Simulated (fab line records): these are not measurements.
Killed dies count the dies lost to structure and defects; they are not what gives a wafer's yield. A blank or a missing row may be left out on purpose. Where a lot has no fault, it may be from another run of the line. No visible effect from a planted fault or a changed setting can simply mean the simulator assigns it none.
What tool caused it?    flow gf180mcu    36 wafers from 12 lots sampled at 4 of the route's 602 steps

WHAT THE GAUGES READ, wafer by wafer
GF_CONTACT_THK_MEAS_03.
lot   measured      on             CONTACT_CVD_02_THK (nm)
L182  day 15 14:31  film-metro-03  856 870 859
L183  day 16 01:20  film-metro-02  883 868 880
L184  day 16 09:59  film-metro-02  860 873 867
L186  day 16 22:37  film-metro-02  851 875 869
L187  day 17 04:43  film-metro-03  853 871 865
L188  day 17 15:09  film-metro-03  861 863 862
L190  day 18 06:24  film-metro-03  851 863 874
L192  day 18 23:35  film-metro-01  855 867 878
L193  day 18 23:43  film-metro-01  846 849 860
L194  day 20 01:08  film-metro-02  860 871 870
L197  day 20 23:31  film-metro-01  860 861 880
L200  day 22 11:26  film-metro-02  857 853 864

GF_CONTACT_BOW_MEAS_05.
lot   measured      on             CONTACT_BOW (um)
L182  day 15 14:55  film-metro-03  66 73 66
L183  day 16 01:42  film-metro-01  72 51 72
L184  day 16 10:21  film-metro-02  75 74 80
L186  day 16 22:59  film-metro-02  79 53 55
L187  day 17 05:05  film-metro-02  66 69 64
L188  day 17 15:31  film-metro-03  67 70 77
L190  day 18 06:46  film-metro-02  63 64 55
L192  day 18 23:58  film-metro-02  68 55 55
L193  day 19 00:05  film-metro-03  65 72 62
L194  day 20 01:29  film-metro-01  77 69 74
L197  day 20 23:52  film-metro-02  65 63 67
L200  day 22 11:48  film-metro-02  61 71 73

GF_V1_THK_MEAS_03.
lot   measured      on             V1_CVD_02_THK (nm)
L182  day 17 12:58  film-metro-03  875 846 851
L183  day 18 01:12  film-metro-03  842 850 861
L184  day 18 09:43  film-metro-03  856 868 864
L186  day 18 23:15  film-metro-03  870 867 880
L187  day 19 04:57  film-metro-04  843 865 863
L188  day 19 16:21  film-metro-04  836 852 828
L190  day 20 08:09  film-metro-04  858 866 874
L192  day 21 02:20  film-metro-03  861 877 892
L193  day 21 03:00  film-metro-02  851 845 867
L194  day 22 03:39  film-metro-03  839 853 860
L197  day 23 01:00  film-metro-03  969 853 872
L200  day 24 11:28  film-metro-04  950 839 977

TOOL THAT RAN EACH LOT (tool first, then ch and the chambers of the sampled wafers, then the start)
lot   GF_V1_CVD_02
L182  pecvd-04 ch 0,1,2, day 17 12:54
L183  pecvd-02 ch 0,1, day 18 01:08
L184  pecvd-04 ch 0,2, day 18 09:36
L186  pecvd-04 ch 1,2, day 18 23:10
L187  pecvd-01 ch 0,1, day 19 04:53
L188  pecvd-04 ch 0,1,2, day 19 16:17
L190  pecvd-04 ch 0,2, day 20 08:04
L192  pecvd-04 ch 0,2, day 21 02:15
L193  pecvd-01 ch 0,1,2, day 21 02:55
L194  pecvd-01 ch 0,2, day 22 03:35
L197  pecvd-01 ch 0,2, day 23 00:56
L200  pecvd-01 ch 0,1, day 24 11:22
- GF_V1_CVD_02: deposits SiO2 from TEOS, target thk 850 nm, time 94.851 s.

AS READ BY THE TOOLS THEMSELVES (means over the sampled wafers that have a number; for cases with no such wafer, the mark the record gives instead)
GF_V1_CVD_02.
lot   tool      heater-power-w (W)  run-length-s (s)
L182  pecvd-04  639                 122.7
L183  pecvd-02  745                 122.9
L184  pecvd-04  592                 122.4
L186  pecvd-04  653                 122.8
L187  pecvd-01  619                 123.4
L188  pecvd-04  609                 122.7
L190  pecvd-04  627                 122.7
L192  pecvd-04  640                 122.5
L193  pecvd-01  557                 122.8
L194  pecvd-01  605                 123.5
L197  pecvd-01  544                 127.3
L200  pecvd-01  579                 131.7

THE ANSWER, worked out from the rows above alone
Rule: usual is defined by the lots themselves. Put in order of their means at a reading, lots are off if they are a third of the lots or fewer, leave a main group of 4 or more, and stand apart from it by a gap of 3 or more times the standard deviation of the main group's means; of several such gaps the widest counts. Not used: any main group whose means are identical at the precision the tables above print for the reading. Also off: a lot with no number at a reading for which 4 or more lots have one. Any other lot the step has rows for is counted as sound. After the gauges, taken in route order, come the tools' own readings; for these a lot's mean is taken, as printed above. At the first step where some lot is off, the reading lying furthest off is the one used; lots without a number count as furthest.
Off: L197, L200 (GF_V1_CVD_02, run-length-s). Main group: mean 122.8 s, sd 0.34.
If a tool, at that step or one of the process steps before it, ran each lot that is off and ran no sound lot following the first of them, it fits. One fits: GF_V1_CVD_02 on pecvd-01. A fault onset in the window from L194 (day 22 03:35, its last sound lot) to L197 (day 23 00:56, its first lot off) fits.
On the lots that are off, the tool's own readings at GF_V1_CVD_02 differ by more than 5 times the standard deviation of the sound lots' means, which bears it out; run-length-s reads 129.5 s there versus 122.8 s on the sound lots.

WHAT HAD BEEN PUT IN BY THE SIMULATOR
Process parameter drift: pecvd-01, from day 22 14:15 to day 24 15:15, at GF_V1_CVD_02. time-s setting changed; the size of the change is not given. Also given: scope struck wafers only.
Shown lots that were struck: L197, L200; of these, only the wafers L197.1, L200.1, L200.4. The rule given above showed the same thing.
